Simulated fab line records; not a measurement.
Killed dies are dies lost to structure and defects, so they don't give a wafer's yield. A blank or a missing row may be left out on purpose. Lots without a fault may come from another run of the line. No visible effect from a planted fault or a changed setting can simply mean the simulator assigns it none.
fab line records | flow sky130 | part 1 of 2: steps 1 to 25 of 35
record lots=5 | wafers=15 | last-day=50
route steps=708 shown LOCAL_INTERCONNECT@390 CONTACT@406
lots with no fault: from the same line, run without faults
start-h: hours from the record's first day to the start of the lot's first wafer shown | wait-h: hours since the lot's step before | " as in the row above | L1.1+2: a single row standing in for several wafers | - either no value or no given start | * or withheld: withheld | < > ~ a bound
route shown NAME@n: a module of which the file shows steps, and the number in the route of the first | usual: mean/standard deviation of fault-free wafers | same: alike in all rows | chamber/n: place in a boat | sites: each site's reading | _std_site: their standard deviation | _edge_site: the outer-site mean with the inner-site mean subtracted | radius-mm: how far each site lies from the wafer's centre | mask NAME#n: copy n | behind: the most recent tool/chamber to have shaped the wafer | hold: why the lot went on hold/how many hours it stayed there/how the hold came to an end | device: which transistor (n, p or np) failed to switch | end of line: the same wafers' tests at the end of the route | where a step has no rows: the recipe by itself | killed: the dies lost at the first sort to structure and to defects; this is not the yield of the wafer | map: dies across one wafer; x = killed, . = not, _ = none there
set.NAME: the run value of the setting; set.NAME@STEP: its run value at that earlier step | model.NAME: the simulator's own value behind a step, which no gauge read
lots seen at some steps along the route; tables by step, rows by wafer
services: from which hour (start-h, from the record's first day; less than 0 if before it) a tool's chamber was out of use, for how many hours, and why
## steps
# step SKY_LOCAL_INTERCONNECT_DEHYDRATE_03
# recipe temp-c=200 | time-s=60
# usual exhaust-pa=45.2/0.86 | heater-power-total-W=160.38/0.12
lot.wafer | tool           | chamber | start-h | wait-h | exhaust-pa | heater-power-total-W
L084.1    | litho-track-01 | 0       | 782.51  | 13.6   | 43.8       | 160.30
L084.2    | "              | 0       | "       | "      | 43.9       | 160.32
L084.6    | "              | 0       | "       | "      | 44.8       | 160.49
L085.1    | litho-track-04 | 0       | 783.15  | 12.9   | 44.2       | 160.34
L085.4    | "              | 0       | "       | "      | 44.8       | 160.55
L085.6    | "              | 0       | "       | "      | 45.6       | 160.63
L088.1    | litho-track-03 | 0       | 809.61  | 13.2   | 44.3       | 160.37
L088.2    | "              | 0       | "       | "      | 46.0       | 160.42
L088.6    | "              | 0       | "       | "      | 44.5       | 160.21
L089.1    | litho-track-01 | 0       | 819.76  | 12.4   | 44.9       | 160.29
L089.2    | "              | 0       | "       | "      | 44.5       | 160.30
L089.4    | "              | 0       | "       | "      | 43.3       | 160.55
L097.2    | litho-track-03 | 0       | 883.33  | 12.1   | 44.7       | 160.32
L097.3    | "              | 0       | "       | "      | 45.0       | 160.43
L097.5    | "              | 0       | "       | "      | 45.1       | 160.25
# step SKY_LOCAL_INTERCONNECT_HMDS_04
# recipe prime-time-s=60 | prime-temp-c=120
# usual exhaust-pa=44.9/0.94
lot.wafer | tool           | chamber | start-h | wait-h | exhaust-pa
L084.1    | litho-track-01 | 0       | 782.66  | 0.1    | 45.8
L084.2    | "              | 0       | "       | "      | 45.2
L084.6    | "              | 0       | "       | "      | 44.2
L085.1    | litho-track-04 | 0       | 783.30  | 0.1    | 44.4
L085.4    | "              | 0       | "       | "      | 45.7
L085.6    | "              | 0       | "       | "      | 45.7
L088.1    | litho-track-03 | 0       | 809.76  | 0.1    | 44.1
L088.2    | "              | 0       | "       | "      | 44.3
L088.6    | "              | 0       | "       | "      | 46.7
L089.1    | litho-track-01 | 0       | 819.91  | 0.1    | 44.7
L089.2    | "              | 0       | "       | "      | 43.9
L089.4    | "              | 0       | "       | "      | 44.0
L097.2    | litho-track-03 | 0       | 883.48  | 0.1    | 44.7
L097.3    | "              | 0       | "       | "      | 46.3
L097.5    | "              | 0       | "       | "      | 45.2
# step SKY_LOCAL_INTERCONNECT_COAT_05
# recipe resist=BARC | temp-c=withheld | time-s=withheld | spin-rpm=3000 | resist-thk-nm=60
# usual exhaust-pa=44.8/0.72
lot.wafer | tool           | chamber | start-h | wait-h | exhaust-pa
L084.1    | litho-track-01 | 0       | 782.81  | 0.1    | 45.6
L084.2    | "              | 0       | "       | "      | 44.4
L084.6    | "              | 0       | "       | "      | 44.4
L085.1    | litho-track-04 | 0       | 783.45  | 0.1    | 45.1
L085.4    | "              | 0       | "       | "      | 44.2
L085.6    | "              | 0       | "       | "      | 45.2
L088.1    | litho-track-03 | 0       | 809.91  | 0.1    | 45.4
L088.2    | "              | 0       | "       | "      | 45.9
L088.6    | "              | 0       | "       | "      | 45.3
L089.1    | litho-track-01 | 0       | 820.06  | 0.1    | 44.6
L089.2    | "              | 0       | "       | "      | 44.0
L089.4    | "              | 0       | "       | "      | 44.7
L097.2    | litho-track-03 | 0       | 883.63  | 0.1    | 45.9
L097.3    | "              | 0       | "       | "      | 45.4
L097.5    | "              | 0       | "       | "      | 44.7
# step SKY_LOCAL_INTERCONNECT_COAT_06
# recipe resist=KrF-thick | spin-rpm=3000 | resist-thk-nm=450
# usual exhaust-pa=45.2/0.87
lot.wafer | tool           | chamber | start-h | wait-h | exhaust-pa
L084.1    | litho-track-01 | 0       | -       | -      | 44.9
L084.2    | "              | 0       | "       | "      | 45.1
L084.6    | "              | 0       | "       | "      | 44.2
L085.1    | litho-track-04 | 0       | -       | -      | 44.6
L085.4    | "              | 0       | "       | "      | 44.9
L085.6    | "              | 0       | "       | "      | 45.4
L088.1    | litho-track-03 | 0       | -       | -      | 44.5
L088.2    | "              | 0       | "       | "      | 46.1
L088.6    | "              | 0       | "       | "      | 45.4
L089.1    | litho-track-01 | 0       | -       | -      | 44.3
L089.2    | "              | 0       | "       | "      | 44.2
L089.4    | "              | 0       | "       | "      | 44.1
L097.2    | litho-track-03 | 0       | -       | -      | 45.0
L097.3    | "              | 0       | "       | "      | 45.3
L097.5    | "              | 0       | "       | "      | 44.5
# step SKY_LOCAL_INTERCONNECT_SOFTBAKE_07
# recipe temp-c=100 | time-s=90 | resist=KrF-thick
# usual exhaust-pa=44.9/0.94 | heater-power-total-W=57.36/0.11
lot.wafer | tool           | chamber | start-h | wait-h | exhaust-pa | heater-power-total-W
L084.1    | litho-track-01 | 0       | -       | -      | 43.9       | 57.26
L084.2    | "              | 0       | "       | "      | 44.5       | 57.25
L084.6    | "              | 0       | "       | "      | 44.7       | 57.35
L085.1    | litho-track-04 | 0       | -       | -      | 45.1       | 57.19
L085.4    | "              | 0       | "       | "      | 45.6       | 57.29
L085.6    | "              | 0       | "       | "      | 45.6       | 57.50
L088.1    | litho-track-03 | 0       | -       | -      | 44.8       | 57.21
L088.2    | "              | 0       | "       | "      | 43.7       | 57.38
L088.6    | "              | 0       | "       | "      | 43.2       | 57.56
L089.1    | litho-track-01 | 0       | -       | -      | 45.5       | 57.24
L089.2    | "              | 0       | "       | "      | 46.8       | 57.35
L089.4    | "              | 0       | "       | "      | 45.3       | 57.28
L097.2    | litho-track-03 | 0       | -       | -      | 44.8       | 57.43
L097.3    | "              | 0       | "       | "      | 43.5       | 57.50
L097.5    | "              | 0       | "       | "      | 44.8       | 57.49
# step SKY_LOCAL_INTERCONNECT_EXPOSE_08
# recipe mask-id=LI1M | na=0.8 | source-shape=annular | sigma-inner=0.55 | sigma-outer=0.85 | target-cd-nm=170 | dose-mj=28
lot.wafer  | tool           | chamber | start-h | wait-h | mask
L084.1+2+6 | krf-scanner-01 | 0       | -       | -      | LI1M#0
L085.1+4+6 | krf-scanner-02 | 0       | -       | -      | LI1M#0
L088.1+2+6 | krf-scanner-02 | 0       | -       | -      | LI1M#0
L089.1+2+4 | krf-scanner-01 | 0       | -       | -      | LI1M#0
L097.2+3+5 | krf-scanner-01 | 0       | -       | -      | LI1M#0
# step SKY_LOCAL_INTERCONNECT_PEB_09
# recipe peb-temp-c=withheld | peb-time-s=withheld | resist=KrF-thick
# usual exhaust-pa=45.0/0.88
lot.wafer | tool           | chamber | start-h | wait-h | exhaust-pa
L084.1    | litho-track-04 | 0       | -       | -      | 44.1
L084.2    | "              | 0       | "       | "      | 44.1
L084.6    | "              | 0       | "       | "      | 44.7
L085.1    | litho-track-03 | 0       | -       | -      | 44.0
L085.4    | "              | 0       | "       | "      | 43.6
L085.6    | "              | 0       | "       | "      | 45.4
L088.1    | litho-track-03 | 0       | -       | -      | 45.0
L088.2    | "              | 0       | "       | "      | 44.9
L088.6    | "              | 0       | "       | "      | 43.9
L089.1    | litho-track-03 | 0       | -       | -      | 45.4
L089.2    | "              | 0       | "       | "      | 45.3
L089.4    | "              | 0       | "       | "      | 43.9
L097.2    | litho-track-03 | 0       | -       | -      | 46.0
L097.3    | "              | 0       | "       | "      | 45.2
L097.5    | "              | 0       | "       | "      | 45.2
# step SKY_LOCAL_INTERCONNECT_DEVELOP_10
# recipe develop-time-s=60 | resist=KrF-thick | dev-temp-c=21
# usual exhaust-pa=45.0/0.96
lot.wafer | tool           | chamber | start-h | wait-h | exhaust-pa
L084.1    | litho-track-04 | 0       | -       | -      | 44.3
L084.2    | "              | 0       | "       | "      | 45.3
L084.6    | "              | 0       | "       | "      | 45.1
L085.1    | litho-track-03 | 0       | -       | -      | 43.6
L085.4    | "              | 0       | "       | "      | 43.3
L085.6    | "              | 0       | "       | "      | 44.4
L088.1    | litho-track-03 | 0       | -       | -      | 45.9
L088.2    | "              | 0       | "       | "      | 45.0
L088.6    | "              | 0       | "       | "      | 46.5
L089.1    | litho-track-03 | 0       | -       | -      | 45.0
L089.2    | "              | 0       | "       | "      | 44.8
L089.4    | "              | 0       | "       | "      | 45.7
L097.2    | litho-track-03 | 0       | -       | -      | 43.0
L097.3    | "              | 0       | "       | "      | 42.1
L097.5    | "              | 0       | "       | "      | 44.3
# step SKY_LOCAL_INTERCONNECT_CD_MEAS_11
# recipe target-cd-nm=170
# usual cd-nm=170.2/1.5
lot.wafer | tool      | chamber | start-h | wait-h | cd-nm
L084.1    | cd-sem-01 | -       | 795.80  | -      | 169.9
L084.2    | "         | -       | "       | "      | 168.6
L084.6    | "         | -       | "       | "      | 170.5
L085.1    | cd-sem-02 | -       | 796.66  | -      | 168.7
L085.4    | "         | -       | "       | "      | 167.5
L085.6    | "         | -       | "       | "      | 169.7
L088.1    | cd-sem-01 | -       | 823.56  | -      | 172.1
L088.2    | "         | -       | "       | "      | 172.1
L088.6    | "         | -       | "       | "      | 172.3
L089.1    | cd-sem-01 | -       | 833.36  | -      | 167.7
L089.2    | "         | -       | "       | "      | 169.2
L089.4    | "         | -       | "       | "      | 169.3
L097.2    | cd-sem-01 | -       | 896.78  | -      | 169.2
L097.3    | "         | -       | "       | "      | 168.0
L097.5    | "         | -       | "       | "      | 169.9
# step SKY_LOCAL_INTERCONNECT_OVL_MEAS_12
# usual LOCAL_INTERCONNECT_OVL=3/5.7
lot.wafer | tool       | chamber | start-h | wait-h | LOCAL_INTERCONNECT_OVL[nm]
L084.1    | overlay-01 | -       | 795.92  | 0.1    | -7
L084.2    | "          | -       | "       | "      | -4
L084.6    | "          | -       | "       | "      | -5
L085.1    | overlay-02 | -       | 796.78  | 0.1    | 7
L085.4    | "          | -       | "       | "      | 2
L085.6    | "          | -       | "       | "      | 4
L088.1    | overlay-02 | -       | 823.68  | 0.1    | 11
L088.2    | "          | -       | "       | "      | 13
L088.6    | "          | -       | "       | "      | 14
L089.1    | overlay-01 | -       | 833.48  | 0.1    | 2
L089.2    | "          | -       | "       | "      | 5
L089.4    | "          | -       | "       | "      | 6
L097.2    | overlay-01 | -       | 896.88  | 0.1    | 2
L097.3    | "          | -       | "       | "      | 3
L097.5    | "          | -       | "       | "      | -4
# step SKY_LOCAL_INTERCONNECT_ETCH_13
# recipe chemistry=N2/H2 | target=BARC | ion-energy-ev=200 | bias-w=100 | pressure-mtorr=30 | n2-flow-sccm=100 | h2-flow-sccm=200 | icp-w=500 | stop-on=SiO2 | time-s=45.9 | target-depth-a=600
# usual drypump-motor-current-A=5.72/0.23 | oes-product-au=0.854/0.0047 | throttle-valve-pct=13.224/0.0093
lot.wafer | tool         | chamber | start-h | wait-h | drypump-motor-current-A | oes-product-au | rf-hours-counter-h | throttle-valve-pct
L084.1    | rie-metal-03 | 1       | 795.96  | 0.0    | 5.69                    | 0.856          | 4                  | 13.208
L084.2    | "            | 1       | "       | "      | 5.65                    | 0.860          | -                  | 13.219
L084.6    | "            | 1       | "       | "      | 5.66                    | 0.852          | -                  | 13.223
L085.1    | rie-metal-01 | 0       | 796.81  | 0.0    | 5.40                    | 0.855          | 9                  | 13.224
L085.4    | "            | 0       | "       | "      | 5.41                    | 0.854          | -                  | 13.225
L085.6    | "            | 0       | "       | "      | 5.39                    | 0.853          | -                  | 13.218
L088.1    | rie-metal-04 | 1       | 823.71  | 0.0    | 5.96                    | 0.856          | 3                  | 13.216
L088.2    | "            | 0       | "       | "      | 5.42                    | 0.854          | 1                  | 13.220
L088.6    | "            | 1       | "       | "      | 5.96                    | 0.852          | -                  | 13.209
L089.1    | rie-metal-03 | 1       | 833.51  | 0.0    | 5.67                    | 0.860          | 6                  | 13.231
L089.2    | "            | 0       | "       | "      | 5.94                    | 0.851          | 10                 | 13.228
L089.4    | "            | 1       | "       | "      | 5.68                    | 0.850          | -                  | 13.230
L097.2    | rie-metal-01 | 1       | 896.91  | 0.0    | 5.88                    | 0.849          | 10                 | 13.229
L097.3    | "            | 0       | "       | "      | 5.41                    | 0.847          | -                  | 13.242
L097.5    | "            | 1       | "       | "      | 5.88                    | 0.853          | -                  | 13.231
# step SKY_LOCAL_INTERCONNECT_METAL_ETCH_14
# recipe target-depth-nm=110 | stop-on=PSG | chemistry=Cl2/BCl3 | target=TiN | resist-sidewall-deg=88 | pressure-mtorr=10 | icp-w=900 | bias-w=48.5 | Cl2_flow_sccm=60 | bcl3-flow-sccm=30 | time-s=31.4
# usual bcl3-flow-sccm=30.00/0.092 | drypump-motor-current-A=5.71/0.23 | oes-product-au=0.940/0.0072 | throttle-valve-pct=21.902/0.01
lot.wafer | tool         | chamber | start-h | wait-h | bcl3-flow-sccm | drypump-motor-current-A | oes-product-au | rf-hours-counter-h | throttle-valve-pct
L084.1    | rie-metal-03 | 1       | 796.09  | 0.1    | 29.98          | 5.68                    | 0.955          | 4                  | 21.901
L084.2    | "            | 1       | "       | "      | 30.06          | 5.68                    | 0.962          | -                  | 21.896
L084.6    | "            | 1       | "       | "      | 29.97          | 5.69                    | 0.946          | -                  | 21.893
L085.1    | rie-metal-01 | 0       | 796.88  | 0.0    | 29.94          | 5.37                    | 0.937          | 9                  | 21.890
L085.4    | "            | 0       | "       | "      | 29.92          | 5.38                    | 0.941          | -                  | 21.922
L085.6    | "            | 0       | "       | "      | 29.97          | 5.36                    | 0.927          | -                  | 21.901
L088.1    | rie-metal-04 | 1       | 823.78  | 0.0    | 29.98          | 5.90                    | 0.939          | 4                  | 21.915
L088.2    | "            | 0       | "       | "      | 30.00          | 5.39                    | 0.943          | 1                  | 21.886
L088.6    | "            | 1       | "       | "      | 29.88          | 5.95                    | 0.935          | -                  | 21.909
L089.1    | rie-metal-03 | 1       | 833.58  | 0.0    | 30.02          | 5.66                    | 0.947          | 6                  | 21.892
L089.2    | "            | 0       | "       | "      | 30.14          | 5.93                    | 0.931          | 10                 | 21.907
L089.4    | "            | 1       | "       | "      | 29.98          | 5.65                    | 0.932          | -                  | 21.894
L097.2    | rie-metal-01 | 1       | 896.98  | 0.0    | 30.04          | 5.86                    | 0.937          | 10                 | 21.896
L097.3    | "            | 0       | "       | "      | 29.91          | 5.37                    | 0.949          | -                  | 21.883
L097.5    | "            | 1       | "       | "      | 29.97          | 5.87                    | 0.941          | -                  | 21.902
# step SKY_LOCAL_INTERCONNECT_STRIP_15
# recipe chemistry=O2/N2 | power-w=1400 | pressure-mtorr=1500 | platen-temp-c=withheld | o2-flow-sccm=3000 | n2-flow-sccm=300 | overash-fraction=0.5
# usual drypump-motor-current-A=5.5/0.38 | oes-product-au=0.426/0.0044 | strip-time-to-endpoint-s=4.724/0.019
lot.wafer | tool            | chamber | start-h | wait-h | drypump-motor-current-A | oes-product-au | rf-hours-counter-h | strip-time-to-endpoint-s
L084.1    | plasma-asher-02 | 1       | 796.19  | 0.1    | 5.0                     | 0.429          | 6                  | 4.745
L084.2    | "               | 0       | "       | "      | 5.9                     | 0.428          | 6                  | 4.719
L084.6    | "               | 1       | "       | "      | 5.0                     | 0.421          | -                  | 4.742
L085.1    | plasma-asher-01 | 1       | 796.93  | 0.0    | 5.6                     | 0.429          | 68                 | 4.677
L085.4    | "               | 1       | "       | "      | 5.6                     | 0.426          | -                  | 4.697
L085.6    | "               | 0       | "       | "      | 5.7                     | 0.427          | -                  | 4.693
L088.1    | plasma-asher-01 | 1       | 823.83  | 0.0    | 5.6                     | 0.416          | 71                 | 4.742
L088.2    | "               | 0       | "       | "      | 5.7                     | 0.422          | 71                 | 4.745
L088.6    | "               | 0       | "       | "      | 5.7                     | 0.423          | -                  | 4.722
L089.1    | plasma-asher-02 | 0       | 833.63  | 0.0    | 5.9                     | 0.414          | 10                 | 4.749
L089.2    | "               | 1       | "       | "      | 5.0                     | 0.432          | 10                 | 4.717
L089.4    | "               | 0       | "       | "      | 5.9                     | 0.420          | -                  | 4.738
L097.2    | plasma-asher-02 | 0       | 897.03  | 0.0    | 5.9                     | 0.424          | 16                 | 4.725
L097.3    | "               | 1       | "       | "      | 5.0                     | 0.426          | -                  | 4.704
L097.5    | "               | 1       | "       | "      | 5.0                     | 0.427          | -                  | 4.709
# step SKY_LOCAL_INTERCONNECT_STRIP_16
# recipe chemistry=post-etch-residue-remover | time-s=1200 | temp-c=72.5
# usual bath-guard-temp-C=72.5/0.56
lot.wafer | tool         | chamber | start-h | wait-h | bath-guard-temp-C
L084.1    | wet-bench-04 | 0       | 796.29  | 0.1    | 73.3
L084.2    | "            | 0       | "       | "      | 73.1
L084.6    | "            | 0       | "       | "      | 73.2
L085.1    | wet-bench-04 | 1       | 797.03  | 0.1    | 71.8
L085.4    | "            | 1       | "       | "      | 71.8
L085.6    | "            | 1       | "       | "      | 71.8
L088.1    | wet-bench-03 | 0       | 823.93  | 0.1    | 72.1
L088.2    | "            | 0       | "       | "      | 72.4
L088.6    | "            | 0       | "       | "      | 71.7
L089.1    | wet-bench-02 | 3       | 833.73  | 0.1    | 72.9
L089.2    | "            | 3       | "       | "      | 72.9
L089.4    | "            | 3       | "       | "      | 72.8
L097.2    | wet-bench-02 | 3       | 897.13  | 0.1    | 73.1
L097.3    | "            | 3       | "       | "      | 72.8
L097.5    | "            | 3       | "       | "      | 72.6
# step SKY_LOCAL_INTERCONNECT_CLEAN_17
# recipe chemistry=IPA | time-s=180 | temp-c=25
lot.wafer  | tool         | chamber | start-h | wait-h
L084.1+2+6 | wet-bench-03 | 0       | 796.63  | 0.0
L085.1+4+6 | wet-bench-03 | 0       | 797.37  | 0.0
L088.1+2+6 | wet-bench-02 | 0       | 824.27  | 0.0
L089.1+2+4 | wet-bench-04 | 2       | 834.07  | 0.0
L097.2+3+5 | wet-bench-02 | 0       | 897.50  | 0.0
# step SKY_LOCAL_INTERCONNECT_CLEAN_18
# recipe chemistry=O3/DIW | dry=n2-spin
lot.wafer  | tool         | chamber | start-h | wait-h
L084.1+2+6 | wet-bench-02 | 0       | 796.69  | 0.0
L085.1+4+6 | wet-bench-02 | 0       | 797.43  | 0.0
L088.1+2+6 | wet-bench-04 | 0       | 824.33  | 0.0
L089.1+2+4 | wet-bench-02 | 3       | 834.13  | 0.0
L097.2+3+5 | wet-bench-02 | 1       | 897.56  | 0.0
# step SKY_CONTACT_CVD_00
# recipe material=Si3N4 | target-thk-nm=75 | temp-c=400 | time-s=withheld | rf-w=450
# usual heater-power-w=723/94
lot.wafer | tool     | chamber | start-h | wait-h | heater-power-w
L084.1    | pecvd-01 | 1       | 796.79  | 0.0    | 692
L084.2    | "        | 2       | "       | "      | 581
L084.6    | "        | 0       | "       | "      | 768
L085.1    | pecvd-03 | 1       | 797.52  | 0.0    | 846
L085.4    | "        | 0       | "       | "      | 808
L085.6    | "        | 2       | "       | "      | 803
L088.1    | pecvd-03 | 2       | 824.42  | 0.0    | 777
L088.2    | "        | 0       | "       | "      | 696
L088.6    | "        | 2       | "       | "      | 772
L089.1    | pecvd-02 | 0       | 834.22  | 0.0    | 735
L089.2    | "        | 2       | "       | "      | 578
L089.4    | "        | 0       | "       | "      | 707
L097.2    | pecvd-02 | 2       | 897.66  | 0.0    | 645
L097.3    | "        | 0       | "       | "      | 675
L097.5    | "        | 1       | "       | "      | 749
# step SKY_CONTACT_THK_MEAS_01
# recipe reads=Si3N4_of_CONTACT_CVD_00
# usual CONTACT_CVD_00_THK=75.2/0.96
lot.wafer | tool          | chamber | start-h | wait-h | CONTACT_CVD_00_THK[nm]
L084.1    | film-metro-04 | -       | 796.82  | -      | 73.5
L084.2    | "             | -       | "       | "      | 76.1
L084.6    | "             | -       | "       | "      | 76.4
L085.1    | film-metro-02 | -       | 797.56  | -      | 75.0
L085.4    | "             | -       | "       | "      | 76.5
L085.6    | "             | -       | "       | "      | 75.4
L088.1    | film-metro-03 | -       | 824.47  | -      | 74.7
L088.2    | "             | -       | "       | "      | 74.0
L088.6    | "             | -       | "       | "      | 74.7
L089.1    | film-metro-04 | -       | 834.25  | -      | 75.4
L089.2    | "             | -       | "       | "      | 74.2
L089.4    | "             | -       | "       | "      | 76.3
L097.2    | film-metro-03 | -       | 897.71  | -      | 75.1
L097.3    | "             | -       | "       | "      | 75.8
L097.5    | "             | -       | "       | "      | 76.7
# step SKY_CONTACT_HDPCVD_02
# recipe material=SiO2 | target-thk-nm=565 | sigma-open-frac=0.3 | time-s=94.2 | temp-c=600 | sih4-flow-sccm=60 | pressure-mtorr=6
lot.wafer  | tool      | chamber | start-h | wait-h
L084.1+2+6 | hdpcvd-01 | 0,1,0   | 796.88  | 0.1
L085.1+4+6 | hdpcvd-02 | 2,2,0   | 797.62  | 0.1
L088.1+2+6 | hdpcvd-01 | 0,1,2   | 824.53  | 0.1
L089.1+2+4 | hdpcvd-02 | 0,2,1   | 834.31  | 0.1
L097.2+3+5 | hdpcvd-01 | 1,0,2   | 897.76  | 0.0
# step SKY_CONTACT_THK_MEAS_03
# recipe reads=SiO2_of_CONTACT_HDPCVD_02
# usual CONTACT_HDPCVD_THK=566/4.8
lot.wafer | tool          | chamber | start-h | wait-h | CONTACT_HDPCVD_THK[nm]
L084.1    | film-metro-02 | -       | 796.95  | 0.0    | 562
L084.2    | "             | -       | "       | "      | 572
L084.6    | "             | -       | "       | "      | 567
L085.1    | film-metro-03 | -       | 797.69  | 0.0    | 561
L085.4    | "             | -       | "       | "      | 564
L085.6    | "             | -       | "       | "      | 558
L088.1    | film-metro-04 | -       | 824.60  | 0.0    | 566
L088.2    | "             | -       | "       | "      | 570
L088.6    | "             | -       | "       | "      | 558
L089.1    | film-metro-04 | -       | 834.38  | 0.0    | 574
L089.2    | "             | -       | "       | "      | 572
L089.4    | "             | -       | "       | "      | 562
L097.2    | film-metro-04 | -       | 897.84  | 0.0    | 571
L097.3    | "             | -       | "       | "      | 569
L097.5    | "             | -       | "       | "      | 575
# step SKY_CONTACT_CMP_04
# recipe material=SiO2 | down-force-psi=4 | platen-rpm=60 | pad-velocity-m-s=0.94248
# usual motor-current-A=11.7/1.6 | retaining-ring-pressure-frac=1.000/0.0047 | time-to-endpoint-s=84/3.7
lot.wafer | tool   | chamber | start-h | wait-h | motor-current-A | retaining-ring-pressure-frac | time-to-endpoint-s
L084.2    | cmp-02 | 0       | 797.01  | 0.0    | 10.9            | 0.990                        | 86
L084.1    | "      | 1       | "       | "      | 9.1             | 0.997                        | 81
L084.6    | "      | 0       | "       | "      | 11.2            | 0.995                        | 81
L085.1    | cmp-01 | 1       | 797.75  | 0.1    | 12.4            | 0.995                        | 83
L085.4    | "      | 3       | "       | "      | 9.9             | 1.008                        | 83
L085.6    | "      | 2       | "       | "      | 14.4            | 1.001                        | 82
L088.1    | cmp-01 | 3       | 824.76  | 0.1    | 10.7            | 1.004                        | 82
L088.2    | "      | 0       | "       | "      | 13.1            | 1.001                        | 91
L088.6    | "      | 1       | "       | "      | 12.8            | 1.003                        | 84
L089.4    | cmp-01 | 2       | 834.44  | 0.0    | 13.5            | 1.003                        | 87
L089.1    | "      | 3       | "       | "      | 10.3            | 0.991                        | 85
L089.2    | "      | 1       | "       | "      | 12.9            | 1.004                        | 91
L097.2    | cmp-02 | 0       | 897.94  | 0.1    | 11.9            | 1.004                        | 85
L097.3    | "      | 2       | "       | "      | 13.5            | 1.010                        | 84
L097.5    | "      | 3       | "       | "      | 11.5            | 1.004                        | 85
# step SKY_CONTACT_BOW_MEAS_05
# recipe mode=bow
# usual CONTACT_BOW=82/7.2
lot.wafer | tool          | chamber | start-h | wait-h | CONTACT_BOW[um]
L084.1    | film-metro-03 | -       | 797.31  | 0.2    | 79
L084.2    | "             | -       | "       | "      | 76
L084.6    | "             | -       | "       | "      | 72
L085.1    | film-metro-04 | -       | 798.05  | 0.2    | 79
L085.4    | "             | -       | "       | "      | 75
L085.6    | "             | -       | "       | "      | 79
L088.1    | film-metro-02 | -       | 824.96  | 0.1    | 83
L088.2    | "             | -       | "       | "      | 87
L088.6    | "             | -       | "       | "      | 91
L089.1    | film-metro-04 | -       | 834.74  | 0.2    | 81
L089.2    | "             | -       | "       | "      | 74
L089.4    | "             | -       | "       | "      | 83
L097.2    | film-metro-02 | -       | 898.21  | 0.2    | 84
L097.3    | "             | -       | "       | "      | 69
L097.5    | "             | -       | "       | "      | 78
# step SKY_CONTACT_DEHYDRATE_06
# recipe temp-c=200 | time-s=60
# usual exhaust-pa=45.1/0.91 | heater-power-total-W=160.37/0.14
lot.wafer | tool           | chamber | start-h | wait-h | exhaust-pa | heater-power-total-W
L084.1    | litho-track-03 | 0       | 811.01  | 13.7   | 44.7       | 160.59
L084.2    | "              | 0       | "       | "      | 43.9       | 160.11
L084.6    | "              | 0       | "       | "      | 46.2       | 160.53
L085.1    | litho-track-02 | 0       | 811.43  | 13.4   | 45.5       | 160.37
L085.4    | "              | 0       | "       | "      | 45.1       | 160.26
L085.6    | "              | 0       | "       | "      | 46.3       | 160.31
L088.1    | litho-track-03 | 0       | 837.91  | 12.9   | 43.1       | 160.48
L088.2    | "              | 0       | "       | "      | 42.3       | 160.51
L088.6    | "              | 0       | "       | "      | 43.7       | 160.17
L089.1    | litho-track-03 | 0       | 847.51  | 12.7   | 46.3       | 160.19
L089.2    | "              | 0       | "       | "      | 46.1       | 160.39
L089.4    | "              | 0       | "       | "      | 45.5       | 160.25
L097.2    | litho-track-02 | 0       | 910.11  | 11.9   | 45.4       | 160.29
L097.3    | "              | 0       | "       | "      | 45.1       | 160.41
L097.5    | "              | 0       | "       | "      | 44.5       | 160.34
# step SKY_CONTACT_HMDS_07
# recipe prime-time-s=60 | prime-temp-c=120
# usual exhaust-pa=45.0/0.82
lot.wafer | tool           | chamber | start-h | wait-h | exhaust-pa
L084.1    | litho-track-03 | 0       | 811.16  | 0.1    | 46.0
L084.2    | "              | 0       | "       | "      | 44.3
L084.6    | "              | 0       | "       | "      | 44.9
L085.1    | litho-track-02 | 0       | 811.58  | 0.1    | 45.2
L085.4    | "              | 0       | "       | "      | 44.8
L085.6    | "              | 0       | "       | "      | 45.0
L088.1    | litho-track-03 | 0       | 838.06  | 0.1    | 44.6
L088.2    | "              | 0       | "       | "      | 44.1
L088.6    | "              | 0       | "       | "      | 43.4
L089.1    | litho-track-03 | 0       | 847.66  | 0.1    | 44.3
L089.2    | "              | 0       | "       | "      | 44.7
L089.4    | "              | 0       | "       | "      | 44.6
L097.2    | litho-track-02 | 0       | 910.26  | 0.1    | 45.7
L097.3    | "              | 0       | "       | "      | 43.7
L097.5    | "              | 0       | "       | "      | 45.1
# step SKY_CONTACT_COAT_08
# recipe resist=BARC | temp-c=withheld | time-s=withheld | spin-rpm=3000 | resist-thk-nm=60
# usual exhaust-pa=44.9/0.87
lot.wafer | tool           | chamber | start-h | wait-h | exhaust-pa
L084.1    | litho-track-03 | 0       | 811.31  | 0.1    | 44.1
L084.2    | "              | 0       | "       | "      | 43.0
L084.6    | "              | 0       | "       | "      | 44.1
L085.1    | litho-track-02 | 0       | 811.73  | 0.1    | 43.7
L085.4    | "              | 0       | "       | "      | 44.1
L085.6    | "              | 0       | "       | "      | 44.9
L088.1    | litho-track-03 | 0       | 838.21  | 0.1    | 44.9
L088.2    | "              | 0       | "       | "      | 45.7
L088.6    | "              | 0       | "       | "      | 45.7
L089.1    | litho-track-03 | 0       | 847.81  | 0.1    | 46.6
L089.2    | "              | 0       | "       | "      | 45.3
L089.4    | "              | 0       | "       | "      | 45.7
L097.2    | litho-track-02 | 0       | 910.41  | 0.1    | 43.7
L097.3    | "              | 0       | "       | "      | 45.4
L097.5    | "              | 0       | "       | "      | 44.3
